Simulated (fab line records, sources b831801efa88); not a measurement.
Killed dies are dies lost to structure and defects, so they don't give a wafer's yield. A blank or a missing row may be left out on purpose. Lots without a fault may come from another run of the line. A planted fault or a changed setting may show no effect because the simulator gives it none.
One fault seen from 2 desks | flow gf180mcu | each desk has only its own numbers; what lay behind them comes last

THE METROLOGY DESK
What the gauges read, lot by lot, whatever tool the lot ran on: means of the sampled wafers that have a number. A lot is out of limits, marked OUT, if its mean lies more than 4 standard deviations from the usual mean; the brackets give that distance.
Columns: A = NWELL_OVL at GF_NWELL_OVL_MEAS_07, usual 0.9 nm; B = NWELL_RS at GF_VT_IMPLANT_RS_MEAS_47, usual 487.5 ohm/sq; C = cd_nm at GF_POLY_GATE_CD_MEAS_10, usual 279.5 nm
lot  | first seen here | A    | B                | C
L392 | day 3 08:55     | 0.7  | 487.4            | 278.6
L393 | day 3 13:17     | -0.2 | 487.1            | 279.3
L397 | day 4 11:28     | -0.2 | 489.3            | 281.8
L399 | day 4 19:12     | 1.9  | 488.8            | 278.5
L402 | day 5 13:05     | 1.1  | 483.8            | 280.1
L403 | day 5 17:14     | -0.5 | 481.6 (-4.5) OUT | 279.7
L405 | day 6 11:08     | 2.4  | 488.2            | 276.5
L407 | day 6 23:32     | 1.4  | 487.0            | 280.0
L408 | day 7 03:23     | -0.1 | 488.9            | 281.0
L409 | day 7 06:40     | 3.0  | 487.7            | 279.6
L410 | day 7 15:05     | -0.4 | 486.7            | 281.0
L413 | day 8 04:52     | 0.9  | 487.6            | 281.6
L414 | day 8 05:50     | 1.2  | 487.1            | 278.5
This desk's finding: out of limits on L403; first on L403, day 10 11:48 (NWELL_RS at GF_VT_IMPLANT_RS_MEAS_47). In limits: L392, L393, L397, L399, L402, L405, L407, L408, L409, L410, L413, L414.

THE TOOL OWNER'S DESK: implanter-01
The tool's own readings at GF_NWELL_IMPLANT_08: means of the sampled wafers that have a number, for each lot that ran on this tool. A lot is out of limits, marked OUT, if its mean lies more than 4 standard deviations from the usual mean; the brackets give that distance.
Columns: A = beam_energy_keV at GF_NWELL_IMPLANT_08, usual 450.00
lot  | first seen here | A
L392 | day 3 08:58     | 449.96
L393 | day 3 13:19     | 450.01
L397 | day 4 11:31     | 449.93
L399 | day 4 19:15     | 449.93
L402 | day 5 13:08     | 471.75 (+99 or more) OUT
L403 | day 5 17:17     | 471.69 (+99 or more) OUT
This desk's finding: out of limits on L402, L403; first on L402, day 5 13:08 (beam_energy_keV at GF_NWELL_IMPLANT_08). In limits: L392, L393, L397, L399.

PUT TOGETHER
The tool owner's desk could have raised an alarm at day 5 13:08, on L402, L403.
The metrology desk could have raised an alarm at day 10 11:48, on L403.
The metrology desk has L402 on record, within its limits.
Of the lots named, all ran GF_NWELL_IMPLANT_08 on implanter-01.

WHAT THE SIMULATOR HAD PUT IN
Process parameter drift: implanter-01, from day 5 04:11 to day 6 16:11, at GF_NWELL_IMPLANT_08. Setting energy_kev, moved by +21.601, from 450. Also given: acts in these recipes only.
Lots struck among those shown: L402, L403.
Hours from the fault's start to each desk's first reading out of limits: the tool owner's desk, 9; the metrology desk, 128.
